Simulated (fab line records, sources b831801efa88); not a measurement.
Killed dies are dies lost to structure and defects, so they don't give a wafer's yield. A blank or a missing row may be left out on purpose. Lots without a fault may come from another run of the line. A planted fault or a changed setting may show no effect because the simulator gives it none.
fab line records | flow sky130
record lots=14 wafers=42 last_day=50
route steps=708 shown CAP2M@603 METAL4@633 PAD_OPEN@708
lots that met no fault: from a run of the same line without faults
start_h: hours from the record's first day to the start of the lot's first wafer shown | wait_h: hours since the lot's step before | " the same as in the row above | L1.1+2: a row that stands for several wafers | - no value, or no start given | * or withheld: withheld | < > ~ a bound
route shown NAME@n: a module of which the file shows steps, and the number in the route of the first | usual: mean/standard deviation of fault-free wafers | same: alike in all rows | chamber/n: place in a boat | sites: the reading at each site | _std_site: their standard deviation | _edge_site: outer sites' mean less inner sites' | radius_mm: how far each site lies from the wafer's centre | mask NAME#n: copy n | behind: the tool/chamber that last shaped the wafer | hold: why the lot was held/for how many hours/how that ended | device: the transistor (n, p or np) that didn't switch | end of line: the same wafers' tests at the end of the route | a step without rows: its recipe alone | killed: dies lost to structure and defects at the first sort, not the wafer's yield | map: a wafer's dies, x killed, . not, _ none there
set.NAME: the setting as run; set.NAME@STEP: as run at that earlier step | model.NAME: the simulator's own value behind a step, which no gauge read
steps of the route over a sample of lots; a table a step, a row a wafer
services: from which hour (start_h, from the record's first day; less than 0 if before it) a tool's chamber was out of use, for how many hours, and why
## steps
# step SKY_CAP2M_CVD_00
# recipe material=SiO2 target_thk_nm=15.5 temp_c=400 time_s=withheld rf_w=450
# usual heater_power_w=735/100
# columns lot.wafer tool chamber start_h wait_h heater_power_w
L230.1 pecvd-04 2 935.11 0.0 695
L230.3 " 0 " " 681
L230.6 " 1 " " 802
L231.3 pecvd-02 1 949.48 0.0 723
L231.5 " 2 " " 832
L231.6 " 1 " " 702
L233.1 pecvd-02 1 952.65 0.0 686
L233.2 " 0 " " 745
L233.3 " 2 " " 744
L234.1 pecvd-01 0 960.29 0.0 609
L234.3 " 1 " " 637
L234.6 " 2 " " 817
L235.3 pecvd-02 2 964.36 0.0 784
L235.4 " 1 " " 751
L235.5 " 0 " " 828
L236.1 pecvd-01 0 979.90 0.0 603
L236.2 " 2 " " 817
L236.3 " 1 " " 575
L241.3 pecvd-01 2 1014.25 0.0 684
L241.5 " 1 " " 658
L241.6 " 2 " " 706
L242.1 pecvd-02 2 1017.86 0.0 810
L242.5 " 0 " " 916
L242.6 " 2 " " 817
L243.2 pecvd-01 0 1021.55 0.0 535
L243.5 " 2 " " 770
L243.6 " 0 " " 536
L244.1 pecvd-01 1 1026.66 0.0 608
L244.5 " 1 " " 585
L244.6 " 0 " " 569
L245.3 pecvd-02 0 1032.27 0.0 885
L245.4 " 1 " " 738
L245.5 " 2 " " 676
L246.2 pecvd-04 1 1043.68 0.0 813
L246.3 " 0 " " 845
L246.6 " 2 " " 678
L248.2 pecvd-01 1 1057.88 0.0 714
L248.5 " 1 " " 701
L248.6 " 0 " " 575
L252.4 pecvd-02 2 1080.48 0.0 829
L252.5 " 1 " " 750
L252.6 " 0 " " 896
# step SKY_CAP2M_THK_MEAS_01
# recipe reads=SiO2_of_CAP2M_CVD_00
# usual CAP2M_CVD_00_THK=15.48/0.24
# columns lot.wafer tool chamber start_h wait_h CAP2M_CVD_00_THK[nm]
L230.1 film_metro-03 - 935.13 - 15.17
L230.3 " - " " 15.07
L230.6 " - " " 15.69
L231.3 film_metro-02 - 949.52 - 15.79
L231.5 " - " " 15.82
L231.6 " - " " 15.97
L233.1 film_metro-01 - 952.68 - 15.38
L233.2 " - " " 15.15
L233.3 " - " " 15.62
L234.1 film_metro-01 - 960.31 - 15.54
L234.3 " - " " 15.66
L234.6 " - " " 15.67
L235.3 film_metro-01 - 964.40 - 15.66
L235.4 " - " " 15.87
L235.5 " - " " 15.44
L236.1 film_metro-03 - 979.92 - 15.21
L236.2 " - " " 15.16
L236.3 " - " " 15.33
L241.3 film_metro-02 - 1014.29 - 15.10
L241.5 " - " " 15.70
L241.6 " - " " 15.48
L242.1 film_metro-02 - 1017.89 - 15.18
L242.5 " - " " 15.52
L242.6 " - " " 15.42
L243.2 film_metro-01 - 1021.58 - 15.39
L243.5 " - " " 15.56
L243.6 " - " " 15.47
L244.1 film_metro-02 - 1026.68 - 9.24
L244.5 " - " " 9.42
L244.6 " - " " 9.31
L245.3 film_metro-03 - 1032.31 - 15.03
L245.4 " - " " 15.69
L245.5 " - " " 15.63
L246.2 film_metro-03 - 1043.71 - 15.35
L246.3 " - " " 15.43
L246.6 " - " " 15.55
L248.2 film_metro-03 - 1057.91 - 9.36
L248.5 " - " " 9.29
L248.6 " - " " 9.35
L252.4 film_metro-03 - 1080.52 - 15.56
L252.5 " - " " 15.85
L252.6 " - " " 15.03
# step SKY_METAL4_ETCH_17
# recipe target=SiO2 stop_on=TiN chemistry=C4F8/O2/Ar source_w=1500 bias_w=1200 pressure_mtorr=40 c4f8_flow_sccm=withheld O2_flow_sccm=6 Ar_flow_sccm=300 time_s=3.9 target_depth_a=150
# usual oes_product_au=0.754/0.0074
# same time_s=3.9
# columns lot.wafer tool chamber start_h wait_h oes_product_au rf_hours_counter_h
L230.1 rie_diel-01 2 985.45 0.1 0.749 10
L230.3 " 3 " " 0.745 23
L230.6 " 0 " " 0.768 -
L231.3 rie_diel-04 1 998.55 0.0 0.761 16
L231.5 " 3 " " 0.758 -
L231.6 " 1 " " 0.763 -
L233.1 rie_diel-02 0 1002.46 0.1 0.745 3
L233.2 " 2 " " 0.742 11
L233.3 " 3 " " 0.760 7
L234.1 rie_diel-04 2 1008.17 0.1 0.748 14
L234.3 " 1 " " 0.757 17
L234.6 " 1 " " 0.759 -
L235.3 rie_diel-02 2 1012.41 0.0 0.764 12
L235.4 " 3 " " 0.761 -
L235.5 " 2 " " 0.748 -
L236.1 rie_diel-04 3 1027.81 0.2 0.750 12
L236.2 " 2 " " 0.741 14
L236.3 " 1 " " 0.744 17
L241.3 rie_diel-01 2 1059.16 0.0 0.745 13
L241.5 " 1 " " 0.761 -
L241.6 " 2 " " 0.759 -
L242.1 rie_diel-01 0 1063.63 0.1 0.749 29
L242.5 " 1 " " 0.753 -
L242.6 " 2 " " 0.758 -
L243.2 rie_diel-04 0 1067.53 0.1 0.744 18
L243.5 " 2 " " 0.760 -
L243.6 " 3 " " 0.756 -
L244.1 rie_diel-01 2 1071.35 0.1 0.602 13
L244.5 " 2 " " 0.606 -
L244.6 " 1 " " 0.602 -
L245.3 rie_diel-01 3 1076.76 0.0 0.750 0
L245.4 " 2 " " 0.770 -
L245.5 " 3 " " 0.749 -
L246.2 rie_diel-04 0 1087.51 0.1 0.748 18
L246.3 " 1 " " 0.748 19
L246.6 " 3 " " 0.762 -
L248.2 rie_diel-04 1 1101.96 0.1 0.606 20
L248.5 " 0 " " 0.609 -
L248.6 " 1 " " 0.608 -
L252.4 rie_diel-04 2 1122.42 0.0 0.753 17
L252.5 " 3 " " 0.763 -
L252.6 " 2 " " 0.739 -
# step SKY_PAD_OPEN_PROBE_99
# usual defect_limited_yield=82.6/1.8 killed_at_M0_to_M3=43/6.6 killed_at_M4_up=3.4/1.8 killed_at_contacts=24/4.9 killed_at_front_end=15/4.1 killed_at_other=0.3/0.55 killed_dies=85/8.8 killed_open=46/6.1 killed_short=39/5.7
# same gross_dies=492 killed_at_back_side=0
# columns lot.wafer tool chamber start_h wait_h defect_limited_yield[%] killed_at_M0_to_M3 killed_at_M4_up killed_at_contacts killed_at_front_end killed_at_other killed_dies killed_open killed_short
L230.1 prober-02 - 1081.43 0.1 79.1 54 2 21 25 1 103 66 37
L230.3 prober-02 - 1081.53 0.2 80.9 60 4 16 13 1 94 51 43
L230.6 prober-02 - 1081.68 0.2 81.9 44 2 25 18 0 89 53 36
L231.3 prober-01 - 1093.40 0.2 85.8 32 7 16 15 0 70 41 29
L231.5 prober-01 - 1093.50 0.2 87.6 26 5 20 9 1 61 29 31
L231.6 prober-01 - 1093.55 0.2 81.9 37 2 29 20 1 89 48 41
L233.1 prober-01 - 1095.58 0.1 85.0 32 3 22 16 1 74 41 33
L233.2 prober-01 - 1095.63 0.1 86.2 37 3 21 7 0 68 36 32
L233.3 prober-01 - 1095.68 0.2 82.5 44 5 24 13 0 86 44 42
L234.1 prober-02 - 1102.01 0.1 82.3 42 2 31 12 0 87 48 39
L234.3 prober-02 - 1102.11 0.2 83.7 32 1 28 18 1 80 46 34
L234.6 prober-02 - 1102.26 0.2 83.1 39 8 26 9 1 83 46 37
L235.3 prober-01 - 1104.49 0.2 82.9 42 2 22 18 0 84 51 33
L235.4 prober-01 - 1104.54 0.2 83.9 43 0 22 13 1 79 44 35
L235.5 prober-01 - 1104.59 0.2 82.9 42 2 26 13 1 84 49 34
L236.1 prober-02 - 1119.98 0.1 84.6 35 4 23 14 0 76 35 40
L236.2 prober-02 - 1120.03 0.1 82.7 44 0 26 14 1 85 45 40
L236.3 prober-02 - 1120.08 0.2 81.5 44 5 25 17 0 91 46 42
L241.3 prober-01 - 1145.80 0.2 81.7 39 5 35 11 0 90 42 48
L241.5 prober-01 - 1145.90 0.2 80.7 41 7 35 12 0 95 52 42
L241.6 prober-01 - 1145.95 0.2 82.5 37 3 38 8 0 86 47 39
L242.1 prober-02 - 1149.41 0.1 81.9 52 2 23 12 0 89 39 50
L242.5 prober-02 - 1149.61 0.2 86.2 29 5 18 16 0 68 43 25
L242.6 prober-02 - 1149.66 0.2 81.1 48 6 21 18 0 93 52 40
L243.2 prober-01 - 1151.93 0.1 83.7 33 3 23 19 2 80 43 36
L243.5 prober-01 - 1152.08 0.2 83.5 42 1 22 16 0 81 36 45
L243.6 prober-01 - 1152.13 0.2 80.7 46 3 27 17 2 95 57 37
L244.1 prober-02 - 1155.20 0.1 81.3 46 7 16 23 0 92 51 41
L244.5 prober-02 - 1155.40 0.2 80.7 46 1 25 22 1 95 50 44
L244.6 prober-02 - 1155.45 0.2 80.3 49 5 30 12 1 97 53 44
L245.3 prober-01 - 1161.33 0.2 84.8 39 3 19 14 0 75 44 30
L245.4 prober-01 - 1161.38 0.2 81.1 52 4 26 11 0 93 52 40
L245.5 prober-01 - 1161.43 0.2 82.1 53 1 22 12 0 88 53 35
L246.2 prober-02 - 1167.98 0.1 82.9 37 3 24 20 0 84 45 39
L246.3 prober-02 - 1168.03 0.2 83.3 45 6 17 14 0 82 40 42
L246.6 prober-02 - 1168.18 0.2 83.5 38 4 21 18 0 81 47 34
L248.2 prober-02 - 1182.06 0.1 78.9 48 8 28 20 0 104 50 54
L248.5 prober-02 - 1182.21 0.2 80.9 41 7 28 17 1 94 49 43
L248.6 prober-02 - 1182.26 0.2 83.3 44 3 18 17 0 82 41 41
L252.4 prober-02 - 1198.31 0.2 81.5 42 3 25 20 1 91 43 46
L252.5 prober-02 - 1198.36 0.2 78.7 58 5 26 16 0 105 55 49
L252.6 prober-02 - 1198.41 0.2 83.1 45 3 22 13 0 83 46 37
# killed by level:class
L230.1 VIA1:geometric_particle:open=19 CONTACT:geometric_particle:open=10 VIA3:geometric_particle:open=9 POLY_GATE:geometric_particle:open=7 FIELD_ISO:geometric_particle:open=6 VIA2:geometric_particle:short=6 VIA2:geometric_particle:open=5 LI_CONTACT:geometric_particle:open=4
L230.3 VIA1:geometric_particle:open=17 VIA3:geometric_particle:open=9 METAL2:geometric_particle:short=8 VIA2:geometric_particle:open=7 CONTACT:geometric_particle:open=7 METAL1:geometric_particle:short=7 POLY_GATE:geometric_particle:short=5 POLY_GATE:geometric_particle:open=4
L230.6 VIA1:geometric_particle:open=13 CONTACT:geometric_particle:open=11 VIA3:geometric_particle:open=10 LI_CONTACT:geometric_particle:open=6 FIELD_ISO:geometric_particle:short=5 METAL2:geometric_particle:short=5 POLY_GATE:geometric_particle:short=4 LOCAL_INTERCONNECT:geometric_particle:short=4
L231.3 VIA1:geometric_particle:open=7 FIELD_ISO:geometric_particle:open=6 FIELD_ISO:geometric_particle:short=6 CONTACT:geometric_particle:open=6 VIA2:geometric_particle:open=6 METAL4:geometric_particle:short=6 LOCAL_INTERCONNECT:geometric_particle:short=5 METAL1:geometric_particle:open=4
L231.5 VIA1:geometric_particle:open=9 LI_CONTACT:geometric_particle:open=7 METAL1:geometric_particle:short=6 FIELD_ISO:geometric_particle:short=4 CONTACT:geometric_particle:short=4 CONTACT:geometric_particle:open=4 METAL4:geometric_particle:short=4 METAL2:geometric_particle:short=3
L231.6 VIA1:geometric_particle:open=13 CONTACT:geometric_particle:open=9 CONTACT:geometric_particle:short=9 POLY_GATE:geometric_particle:short=7 VIA2:geometric_particle:open=6 LI_CONTACT:geometric_particle:open=5 VIA3:geometric_particle:open=5 FIELD_ISO:geometric_particle:short=4
L233.1 VIA1:geometric_particle:open=10 LI_CONTACT:geometric_particle:open=7 CONTACT:geometric_particle:open=5 FIELD_ISO:geometric_particle:open=4 POLY_GATE:geometric_particle:open=4 CONTACT:geometric_particle:short=4 VIA1:geometric_particle:short=4 VIA3:geometric_particle:open=4
L233.2 VIA1:geometric_particle:open=8 VIA2:geometric_particle:open=7 CONTACT:geometric_particle:open=7 LI_CONTACT:geometric_particle:open=5 METAL1:geometric_particle:short=5 LOCAL_INTERCONNECT:geometric_particle:short=4 METAL2:geometric_particle:short=4 POLY_GATE:geometric_particle:open=3
L233.3 CONTACT:geometric_particle:open=9 VIA2:geometric_particle:open=9 METAL1:geometric_particle:short=8 VIA3:geometric_particle:open=7 LI_CONTACT:geometric_particle:open=6 POLY_GATE:geometric_particle:short=5 LOCAL_INTERCONNECT:geometric_particle:short=4 METAL2:geometric_particle:short=4
L234.1 CONTACT:geometric_particle:open=13 VIA1:geometric_particle:open=8 VIA2:geometric_particle:open=8 LI_CONTACT:geometric_particle:short=6 VIA3:geometric_particle:open=6 CONTACT:geometric_particle:short=5 METAL1:geometric_particle:short=5 POLY_GATE:geometric_particle:open=4
L234.3 CONTACT:geometric_particle:open=10 POLY_GATE:geometric_particle:open=8 LI_CONTACT:geometric_particle:open=8 VIA1:geometric_particle:open=8 METAL1:geometric_particle:short=6 POLY_GATE:geometric_particle:short=5 CONTACT:geometric_particle:short=5 METAL2:geometric_particle:short=4
L234.6 LI_CONTACT:geometric_particle:open=11 VIA1:geometric_particle:open=11 CONTACT:geometric_particle:open=9 METAL4:geometric_particle:short=6 VIA1:geometric_particle:short=6 CONTACT:geometric_particle:short=5 VIA2:geometric_particle:short=5 VIA2:geometric_particle:open=5
L235.3 VIA1:geometric_particle:open=11 VIA3:geometric_particle:open=7 CONTACT:geometric_particle:short=6 CONTACT:geometric_particle:open=6 FIELD_ISO:geometric_particle:open=5 LI_CONTACT:geometric_particle:open=5 METAL1:geometric_particle:short=5 METAL2:geometric_particle:short=5
L235.4 VIA1:geometric_particle:open=11 METAL1:geometric_particle:short=9 LI_CONTACT:geometric_particle:open=7 FIELD_ISO:geometric_particle:open=6 CONTACT:geometric_particle:open=6 VIA1:geometric_particle:short=6 VIA2:geometric_particle:open=4 METAL2:geometric_particle:short=4
L235.5 CONTACT:geometric_particle:open=9 LI_CONTACT:geometric_particle:open=8 VIA1:geometric_particle:open=8 VIA3:geometric_particle:open=8 CONTACT:geometric_particle:short=5 METAL1:geometric_particle:short=5 METAL2:geometric_particle:short=5 FIELD_ISO:geometric_particle:open=4
L236.1 CONTACT:geometric_particle:open=11 METAL1:geometric_particle:short=9 VIA2:geometric_particle:open=6 LI_CONTACT:geometric_particle:open=5 FIELD_ISO:geometric_particle:open=4 METAL3:geometric_particle:short=4 METAL4:geometric_particle:short=4 FIELD_ISO:geometric_particle:short=3
L236.2 VIA1:geometric_particle:open=13 CONTACT:geometric_particle:open=11 METAL1:geometric_particle:short=7 CONTACT:geometric_particle:short=5 VIA2:geometric_particle:short=5 VIA2:geometric_particle:open=5 FIELD_ISO:geometric_particle:short=4 LOCAL_INTERCONNECT:geometric_particle:short=4
L236.3 VIA1:geometric_particle:open=14 CONTACT:geometric_particle:short=8 FIELD_ISO:geometric_particle:short=7 FIELD_ISO:geometric_particle:open=6 VIA3:geometric_particle:open=5 CONTACT:geometric_particle:open=5 METAL4:geometric_particle:short=5 LOCAL_INTERCONNECT:geometric_particle:open=4
L241.3 LI_CONTACT:geometric_particle:open=10 CONTACT:geometric_particle:short=7 LOCAL_INTERCONNECT:geometric_particle:short=6 VIA1:geometric_particle:short=6 METAL2:geometric_particle:short=6 VIA3:geometric_particle:open=6 LI_CONTACT:geometric_particle:short=5 CONTACT:geometric_particle:open=5
L241.5 CONTACT:geometric_particle:open=10 LI_CONTACT:geometric_particle:open=9 VIA1:geometric_particle:open=7 VIA3:geometric_particle:open=7 CONTACT:geometric_particle:short=6 METAL1:geometric_particle:short=6 VIA2:geometric_particle:open=6 LOCAL_INTERCONNECT:geometric_particle:short=5
L241.6 CONTACT:geometric_particle:open=15 LI_CONTACT:geometric_particle:open=10 LOCAL_INTERCONNECT:geometric_particle:short=7 VIA1:geometric_particle:short=7 VIA1:geometric_particle:open=5 METAL2:geometric_particle:open=4 VIA3:geometric_particle:open=4 METAL2:geometric_particle:short=4
L242.1 VIA1:geometric_particle:open=12 METAL1:geometric_particle:short=10 METAL2:geometric_particle:short=8 LOCAL_INTERCONNECT:geometric_particle:short=7 CONTACT:geometric_particle:open=6 VIA2:geometric_particle:open=6 LI_CONTACT:geometric_particle:open=5 VIA1:geometric_particle:short=5
L242.5 VIA1:geometric_particle:open=8 VIA3:geometric_particle:open=6 VIA2:geometric_particle:open=6 LOCAL_INTERCONNECT:geometric_particle:short=6 CONTACT:geometric_particle:open=6 FIELD_ISO:geometric_particle:open=5 LI_CONTACT:geometric_particle:open=5 VIA1:geometric_particle:short=5
L242.6 VIA1:geometric_particle:open=10 VIA2:geometric_particle:open=8 CONTACT:geometric_particle:open=7 METAL2:geometric_particle:short=7 VIA3:geometric_particle:open=6 LI_CONTACT:geometric_particle:short=5 FIELD_ISO:geometric_particle:open=4 POLY_GATE:geometric_particle:open=4
L243.2 LI_CONTACT:geometric_particle:open=9 VIA2:geometric_particle:open=7 FIELD_ISO:geometric_particle:open=6 CONTACT:geometric_particle:open=6 VIA1:geometric_particle:short=5 VIA1:geometric_particle:open=5 POLY_GATE:geometric_particle:short=4 CONTACT:geometric_particle:short=4
L243.5 METAL1:geometric_particle:short=8 CONTACT:geometric_particle:open=7 VIA1:geometric_particle:short=7 LOCAL_INTERCONNECT:geometric_particle:short=6 LI_CONTACT:geometric_particle:short=5 VIA2:geometric_particle:open=5 VIA3:geometric_particle:open=5 FIELD_ISO:geometric_particle:short=4
L243.6 CONTACT:geometric_particle:open=11 VIA1:geometric_particle:open=10 VIA2:geometric_particle:open=9 LI_CONTACT:geometric_particle:open=9 VIA3:geometric_particle:open=7 FIELD_ISO:geometric_particle:short=5 METAL1:geometric_particle:short=5 VIA1:geometric_particle:short=5
L244.1 VIA1:geometric_particle:open=14 LI_CONTACT:geometric_particle:open=7 VIA1:geometric_particle:short=7 FIELD_ISO:geometric_particle:open=6 VIA2:geometric_particle:open=6 FIELD_ISO:geometric_particle:short=5 METAL4:geometric_particle:short=5 METAL3:geometric_particle:short=5
L244.5 CONTACT:geometric_particle:open=15 VIA1:geometric_particle:short=8 VIA1:geometric_particle:open=8 VIA3:geometric_particle:open=7 POLY_GATE:geometric_particle:short=6 METAL1:geometric_particle:short=5 METAL2:geometric_particle:short=5 POLY_GATE:geometric_particle:open=4
L244.6 CONTACT:geometric_particle:open=11 LI_CONTACT:geometric_particle:open=9 VIA1:geometric_particle:open=8 METAL2:geometric_particle:short=8 CONTACT:geometric_particle:short=7 VIA1:geometric_particle:short=7 VIA3:geometric_particle:open=6 VIA2:geometric_particle:open=6
L245.3 VIA1:geometric_particle:open=11 CONTACT:geometric_particle:open=7 FIELD_ISO:geometric_particle:open=6 METAL1:geometric_particle:short=5 LI_CONTACT:geometric_particle:open=4 LOCAL_INTERCONNECT:geometric_particle:short=4 VIA2:geometric_particle:open=4 POLY_GATE:geometric_particle:short=3
L245.4 VIA2:geometric_particle:open=11 VIA1:geometric_particle:open=9 LI_CONTACT:geometric_particle:open=7 METAL2:geometric_particle:short=7 LOCAL_INTERCONNECT:geometric_particle:short=6 CONTACT:geometric_particle:open=6 VIA3:geometric_particle:open=6 CONTACT:geometric_particle:short=5
L245.5 VIA1:geometric_particle:open=12 VIA3:geometric_particle:open=10 CONTACT:geometric_particle:open=9 LI_CONTACT:geometric_particle:open=8 VIA1:geometric_particle:short=8 VIA2:geometric_particle:open=7 METAL1:geometric_particle:short=5 METAL2:geometric_particle:short=5
L246.2 VIA1:geometric_particle:open=9 VIA2:geometric_particle:open=8 LOCAL_INTERCONNECT:geometric_particle:short=7 LI_CONTACT:geometric_particle:open=6 FIELD_ISO:geometric_particle:short=5 FIELD_ISO:geometric_particle:open=4 LI_CONTACT:geometric_particle:short=4 METAL1:geometric_particle:short=4
L246.3 METAL2:geometric_particle:short=11 CONTACT:geometric_particle:open=7 VIA1:geometric_particle:open=7 VIA2:geometric_particle:open=7 LI_CONTACT:geometric_particle:open=5 POLY_GATE:geometric_particle:short=5 METAL1:geometric_particle:short=5 VIA3:geometric_particle:open=5
L246.6 CONTACT:geometric_particle:open=10 VIA2:geometric_particle:open=8 VIA1:geometric_particle:open=6 FIELD_ISO:geometric_particle:open=5 FIELD_ISO:geometric_particle:short=4 VIA3:geometric_particle:open=4 CONTACT:geometric_particle:short=4 METAL2:geometric_particle:short=4
L248.2 LI_CONTACT:geometric_particle:open=9 CONTACT:geometric_particle:open=9 VIA1:geometric_particle:short=9 VIA3:geometric_particle:open=8 METAL1:geometric_particle:short=7 VIA1:geometric_particle:open=6 METAL4:geometric_particle:short=5 POLY_GATE:geometric_particle:open=5
L248.5 VIA1:geometric_particle:open=15 CONTACT:geometric_particle:open=10 VIA2:geometric_particle:open=8 LOCAL_INTERCONNECT:geometric_particle:short=7 METAL4:geometric_particle:short=6 CONTACT:geometric_particle:short=5 FIELD_ISO:geometric_particle:short=4 POLY_GATE:geometric_particle:short=4
L248.6 METAL1:geometric_particle:short=9 POLY_GATE:geometric_particle:short=7 VIA3:geometric_particle:open=7 VIA2:geometric_particle:open=6 CONTACT:geometric_particle:open=6 CONTACT:geometric_particle:short=5 POLY_GATE:geometric_particle:open=4 METAL2:geometric_particle:short=4
L252.4 CONTACT:geometric_particle:open=9 VIA1:geometric_particle:open=9 METAL1:geometric_particle:short=7 VIA3:geometric_particle:open=6 FIELD_ISO:geometric_particle:short=5 VIA1:geometric_particle:short=5 LI_CONTACT:geometric_particle:short=4 LI_CONTACT:geometric_particle:open=4
L252.5 CONTACT:geometric_particle:open=11 VIA1:geometric_particle:open=11 VIA2:geometric_particle:open=9 METAL2:geometric_particle:short=8 METAL1:geometric_particle:short=8 VIA3:geometric_particle:open=6 CONTACT:geometric_particle:short=5 LI_CONTACT:geometric_particle:short=4
L252.6 VIA1:geometric_particle:open=10 VIA2:geometric_particle:open=9 VIA3:geometric_particle:open=7 LI_CONTACT:geometric_particle:open=7 METAL2:geometric_particle:short=7 CONTACT:geometric_particle:open=6 CONTACT:geometric_particle:short=5 POLY_GATE:geometric_particle:short=3
## services
# columns tool chamber start_h hours kind
pecvd-02 0 914.88 5.5 scheduled_down
pecvd-02 - 933.58 2.8 pm
rie_diel-04 - 937.69 0.7 repair
rie_diel-01 1 962.12 8.7 repair
pecvd-02 - 964.61 2.2 repair
pecvd-04 2 966.59 8.5 repair
rie_diel-04 2 971.64 33.1 repair
rie_diel-01 1 977.62 4.6 repair
rie_diel-01 0 978.64 4.1 repair
pecvd-01 0 983.20 10.2 scheduled_down
pecvd-01 2 988.55 3.5 repair
rie_diel-02 0 1010.79 7.6 repair
pecvd-02 - 1020.27 0.3 repair
rie_diel-01 3 1032.34 19.2 repair
pecvd-02 - 1043.13 0.8 pm
rie_diel-01 3 1051.50 - clean
rie_diel-01 3 1051.50 19.6 scheduled_down
rie_diel-01 3 1051.50 19.6 vent_cycle
rie_diel-02 0 1055.55 5.2 repair
rie_diel-02 0 1091.76 13.7 repair
rie_diel-02 2 1095.04 1.9 repair
pecvd-04 1 1095.53 8.4 repair
rie_diel-02 1 1103.64 1.3 repair
pecvd-02 - 1113.52 1.4 repair
## key
first_sign step=SKY_CAP2M_THK_MEAS_01 reading=CAP2M_CVD_00_THK direction=down sigmas=26 usual=15.48 struck=9.33
effect step=SKY_METAL4_ETCH_17 reading=oes_product_au direction=down sigmas=20 usual=0.754 struck=0.606
met_at SKY_CAP2M_CVD_00
struck_lots L244,L248
onset_between 1021.55 1026.66
fault kind=process_parameter_drift tool=pecvd-01 chamber=- onset_h=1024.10 steps=SKY_CAP2M_CVD_00 channel=target_thk_nm offset=-6.4036 shape=step end_h=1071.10 acts_in=these_recipes_only stated=15.5
